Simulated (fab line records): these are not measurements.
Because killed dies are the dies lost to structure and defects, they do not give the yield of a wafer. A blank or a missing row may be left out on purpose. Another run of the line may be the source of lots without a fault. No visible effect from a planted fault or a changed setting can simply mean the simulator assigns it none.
Which tool is to blame? ; flow sky130 ; 34 wafers from 12 lots sampled at 5 of the route's 708 steps

## WHAT THE GAUGES SHOWED, per wafer
SKY_VT_ADJUST_PCH_TW_MEAS_10. Usual: VT_ADJUST_PCH_TW 142.3, standard deviation 1.
lot;measured;on;VT_ADJUST_PCH_TW;flag
L927;day 10 06:38;film_metro-03;142.4 141.8 142.8;
L928;day 10 14:26;film_metro-01;143.1 143.2 143.6;
L932;day 11 23:08;film_metro-03;142.1 141.8 141.7;
L934;day 12 20:22;film_metro-01;143.6 143.0 143.4;
L935;day 12 22:04;film_metro-03;141.9 142.4 142.1;
L937;day 13 14:40;film_metro-01;143.0 142.5;
L938;day 13 21:04;film_metro-03;141.3 140.4;
L939;day 14 22:28;film_metro-03;141.2 141.6 141.9;
L945;day 17 06:01;film_metro-02;141.2 140.8 141.2;
L946;day 17 19:34;film_metro-03;141.1 141.1 141.5;
L949;day 18 15:47;film_metro-01;142.5 141.8 141.5;
L948;day 18 17:32;film_metro-02;141.2 141.5 141.1;

SKY_SONOS_TUNNEL_TW_MEAS_12. Usual: SONOS_TUNNEL_TW 196.5, standard deviation 1.4.
lot;measured;on;SONOS_TUNNEL_TW;flag
L927;day 11 06:28;film_metro-04;195.0 195.3 195.9;
L928;day 11 13:43;film_metro-04;196.6 196.9 196.3;
L932;day 12 23:51;film_metro-04;196.4 197.3 196.5;
L934;day 13 23:05;film_metro-03;195.0 195.0 195.6;
L935;day 14 00:52;film_metro-03;196.0 195.8 196.2;
L937;day 14 16:24;film_metro-03;195.4 196.7;
L938;day 14 23:45;film_metro-04;197.8 198.0;
L939;day 16 02:46;film_metro-03;194.8 196.8 195.2;
L945;day 18 12:43;film_metro-03;195.7 195.9 194.6;
L946;day 19 02:18;film_metro-03;194.7 194.1 194.3;
L949;day 19 22:34;film_metro-03;193.4 195.1 194.3;
L948;day 20 00:32;film_metro-01;197.6 198.6 199.2;

SKY_SD_P_CD_MEAS_07: the cd target is 380 nm. Usual: cd_nm reads 380.1 nm (standard deviation 2.1).
lot;measured;on;cd_nm (nm);flag
L927;day 25 06:10;cd_sem-02;380.9 380.4 380.3;
L928;day 25 11:17;cd_sem-02;380.1 379.3 382.7;
L932;day 27 02:00;cd_sem-02;379.9 381.4 380.4;
L934;day 28 02:41;cd_sem-01;381.7 381.7 380.8;
L935;day 28 08:47;cd_sem-02;378.8 376.4 374.8;
L937;day 29 02:43;cd_sem-01;381.8 384.2;
L938;day 29 06:57;cd_sem-01;380.9 382.6;
L939;day 30 08:46;cd_sem-01;381.7 381.3 382.6;
L945;day 32 18:37;cd_sem-01;376.9 378.8 379.3;
L946;day 33 14:38;cd_sem-01;376.3 379.0 377.7;
L949;day 33 17:14;cd_sem-02;377.0 377.4 380.0;
L948;day 33 22:01;cd_sem-02;377.1 378.3 376.9;

SKY_LI_CONTACT_THK_MEAS_01. Usual: LI_CONTACT_HDPCVD_THK 926 nm, standard deviation 10.
lot;measured;on;LI_CONTACT_HDPCVD_THK (nm);flag
L927;day 27 17:28;film_metro-01;948 928 932;
L928;day 27 22:37;film_metro-03;915 917 934;
L932;day 29 11:15;film_metro-01;914 930 920;
L934;day 30 12:05;film_metro-01;940 938 923;
L935;day 30 17:32;film_metro-03;914 918 943;
L937;day 31 11:21;film_metro-03;425 915;OFF
L938;day 31 15:13;film_metro-02;432 450;OFF
L939;day 32 17:36;film_metro-03;448 454 947;OFF
L945;day 35 00:56;film_metro-03;929 934 913;
L946;day 35 20:57;film_metro-03;946 923 924;
L949;day 35 22:53;film_metro-01;946 942 934;
L948;day 36 03:22;film_metro-02;921 926 916;

## WHAT TOOL EACH LOT RAN ON (gives the tool, then ch and the chambers of the sampled wafers, and finally the start)
lot;SKY_LI_CONTACT_HDPCVD_00
L927;hdpcvd-01 ch 0,1, day 27 17:21
L928;hdpcvd-02 ch 0,1,2, day 27 22:29
L932;hdpcvd-01 ch 0,1,2, day 29 11:09
L934;hdpcvd-02 ch 0,1, day 30 11:59
L935;hdpcvd-01 ch 0,1,2, day 30 17:25
L937;hdpcvd-01 ch 0,1, day 31 11:15
L938;hdpcvd-01 ch 0,2, day 31 15:07
L939;hdpcvd-01 ch 0,2, day 32 17:30
L945;hdpcvd-02 ch 1,2, day 35 00:50
L946;hdpcvd-01 ch 0,1,2, day 35 20:51
L949;hdpcvd-01 ch 1,2, day 35 22:47
L948;hdpcvd-02 ch 0,2, day 36 03:15
- SKY_LI_CONTACT_HDPCVD_00: deposits PSG, target thk 930 nm, time 155 s.

## WHAT THE TOOLS THEMSELVES READ (means of the sampled wafers that have a number; where no wafer has one, the mark that the record gives instead)
The record holds no such reading with a usual standard deviation.

## THE ANSWER, worked out from the rows above alone
Rule: a lot is off if the mean of its wafers that have a number lies more than 3 standard deviations from the usual mean. A lot without any number at a reading at which 4 lots or more have one is off too. Where the step has rows for the other lots, those lots are counted as sound. The gauges are gone through in route order, then the tools' own readings, and for those a lot's mean is taken as printed above. The first step at which some lot is off is used, and at that step the reading that is off furthest; a lot without a number counts as furthest.
Off: L937, L938, L939, at SKY_LI_CONTACT_THK_MEAS_01 (LI_CONTACT_HDPCVD_THK).
If a tool, at a process step before that reading, ran all the lots that are off and no sound lot after the first of them, it fits. Gauges at SKY_LI_CONTACT_THK_MEAS_01: tried the same way as those tools. Of those tried, none fits.

## WHAT HAD BEEN PUT IN BY THE SIMULATOR
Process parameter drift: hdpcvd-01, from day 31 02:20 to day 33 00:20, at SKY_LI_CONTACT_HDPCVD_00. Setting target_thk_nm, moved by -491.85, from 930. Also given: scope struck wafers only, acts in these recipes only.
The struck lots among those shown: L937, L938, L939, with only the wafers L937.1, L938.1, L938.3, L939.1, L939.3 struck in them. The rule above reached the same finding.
